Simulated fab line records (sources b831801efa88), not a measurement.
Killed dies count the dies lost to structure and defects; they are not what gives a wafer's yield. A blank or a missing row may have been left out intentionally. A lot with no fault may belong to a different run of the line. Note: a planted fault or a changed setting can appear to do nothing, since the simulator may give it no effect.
A lot that was struck, set against a sound lot | flow sky130 | 31 steps out of a route of 708
Sound: these wafers, L358.2, L358.5, L358.6. Wafers struck: L365.2, L365.4, L365.6. At the end, the cause is stated.
For every step that has rows: the tool of each side, followed by ch and its chambers, followed by its first start. Under that, the readings that differ: sound wafers | struck wafers | difference of the means | sigmas: that difference in standard deviations of wafers without a fault.
alike: same words and numbers on both sides, and readings whose means sit less than 2 such deviations apart. not compared: any withheld reading, any reading some wafer has no value for, any bound like >300 that may hide the same value, and any number with overlapping values for which the record gives no deviation.
The two part at a step that has a row with sigmas, a row that says differs or no value, or rows on one side only. Numbers that don't overlap but have no deviation are shown without sigmas and don't part them. A reading that every wafer of one side lacks parts them only if that side has two wafers or more.

first, 1 step without rows for these wafers: SKY_NWELL_IMPLANT_13.
SKY_NWELL_STRIP_14: strips in O2/N2.
  sound on plasma asher-03 ch 0,1, day 6 01:01; struck on plasma asher-01 ch 0,1, day 7 20:55
  alike: chamber pressure mTorr, drypump motor current A, oes product au, strip time to endpoint s
  not compared: rf hours counter h
SKY_NWELL_TW_MEAS_15:
  struck on film metro-01, day 7 21:02; sound on film metro-01, day 6 01:08
  alike: NWELL_TW
then, 7 steps without rows for these wafers: SKY_NWELL_DEHYDRATE_16 (time 60 s); SKY_NWELL_HMDS_17 (prime time 60 s); SKY_NWELL_COAT_18 (resist thk 3000 nm); SKY_NWELL_SOFTBAKE_19; SKY_NWELL_EXPOSE_20 (exposes mask NWM COMPLEMENT, target cd 840 nm); SKY_NWELL_PEB_21; SKY_NWELL_DEVELOP_22 (develop time 60 s).
SKY_NWELL_OVL_MEAS_23:
  struck on overlay-01, day 8 17:47; sound on overlay-01, day 6 18:49
  alike: NWELL_01_OVL
next, for these wafers, 1 step has no rows: SKY_NWELL_IMPLANT_24.
SKY_NWELL_STRIP_25: strips in O2/N2.
  sound on plasma asher-03 ch 0,1, day 6 19:00; struck on plasma asher-04 ch 0,1, day 8 17:58
  no value came back on the struck wafers for chamber pressure mTorr (mTorr), drypump motor current A (A), oes product au (a.u.), strip time to endpoint s (s); on the sound wafers chamber pressure mTorr (mTorr) reads 1498.4 1500.0 1501.5
  reading                                 | sound | struck         | difference | sigmas
  model.coat_of_NWELL_COAT_18.thk nm (nm) | 0 0 0 | 3020 3011 2995 | +3009      |
  not compared: rf hours counter h
SKY_NWELL_TW_MEAS_26:
  struck on film metro-01, day 8 18:05; sound on film metro-01, day 6 19:07
  alike: NWELL_2_TW
then, 1 step without rows for these wafers: SKY_NWELL_CLEAN_27 (cleans in SC1/SC2, time 150 s).
SKY_NWELL_RTA_28: time 30 s.
  sound on rtp anneal-01 ch 0, day 6 19:14; struck on rtp anneal-02 ch 0, day 8 18:13
  alike: lamp power pct, wafer_temp_C_max
SKY_NWELL_RS_MEAS_29: a four-point-probe measurement.
  struck on film metro-03, day 8 18:19; sound on film metro-02, day 6 19:20
  alike: NWELL_RS
SKY_NWELL_RS_MEAS_31: a four-point-probe measurement.
  struck on film metro-03, day 8 18:33; sound on film metro-02, day 6 19:34
  alike: PWDE_RS
then, 7 steps without rows for these wafers: SKY_VT_ADJUST_HVTP_DEHYDRATE_00 (time 60 s); SKY_VT_ADJUST_HVTP_HMDS_01 (prime time 60 s); SKY_VT_ADJUST_HVTP_COAT_02 (resist thk 1140 nm); SKY_VT_ADJUST_HVTP_SOFTBAKE_03 (time 60 s); SKY_VT_ADJUST_HVTP_EXPOSE_04 (exposes mask HVTPM, target cd 380 nm); SKY_VT_ADJUST_HVTP_PEB_05; SKY_VT_ADJUST_HVTP_DEVELOP_06 (develop time 60 s).
SKY_VT_ADJUST_HVTP_CD_MEAS_07: the cd target is 380 nm.
  struck on cd sem-01, day 9 16:00; sound on cd sem-01, day 7 14:20
  alike: cd nm
SKY_VT_ADJUST_HVTP_OVL_MEAS_08:
  struck on overlay-01, day 9 16:07; sound on overlay-02, day 7 14:26
  alike: VT_ADJUST_HVTP_OVL
next, for these wafers, 1 step has no rows: SKY_VT_ADJUST_HVTP_IMPLANT_09.
SKY_VT_ADJUST_HVTP_STRIP_10: strips in O2/N2.
  sound on plasma asher-02 ch 0,1, day 7 14:37; struck on plasma asher-03 ch 0,1, day 9 16:17
  reading                      | sound             | struck            | difference | sigmas
  oes product au (a.u.)        | 0.711 0.712 0.714 | 0.729 0.720 0.722 | +0.011     | +2
  strip time to endpoint s (s) | 14.19 14.18 14.14 | 59.02 58.90 58.65 | +44.69     | +99 or more
  alike: chamber pressure mTorr, drypump motor current A
  not compared: rf hours counter h
SKY_VT_ADJUST_HVTP_TW_MEAS_11:
  struck on film metro-04, day 9 16:38; sound on film metro-02, day 7 14:44
  reading           | sound          | struck   | difference | sigmas
  VT_ADJUST_HVTP_TW | 1349 1350 1354 | 30 30 30 | -1321      | -99 or more
  not compared: hold
next, for these wafers, 1 step has no rows: SKY_PAD_OPEN_PROBE_99.

== WHERE THEY PART ==
At SKY_NWELL_STRIP_25 first; at SKY_VT_ADJUST_HVTP_TW_MEAS_11 last (within this record only).

WHY: whatever the simulator had introduced
Beginning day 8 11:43, the whole step at SKY_NWELL_STRIP_25 was skipped on plasma asher-04. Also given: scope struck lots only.
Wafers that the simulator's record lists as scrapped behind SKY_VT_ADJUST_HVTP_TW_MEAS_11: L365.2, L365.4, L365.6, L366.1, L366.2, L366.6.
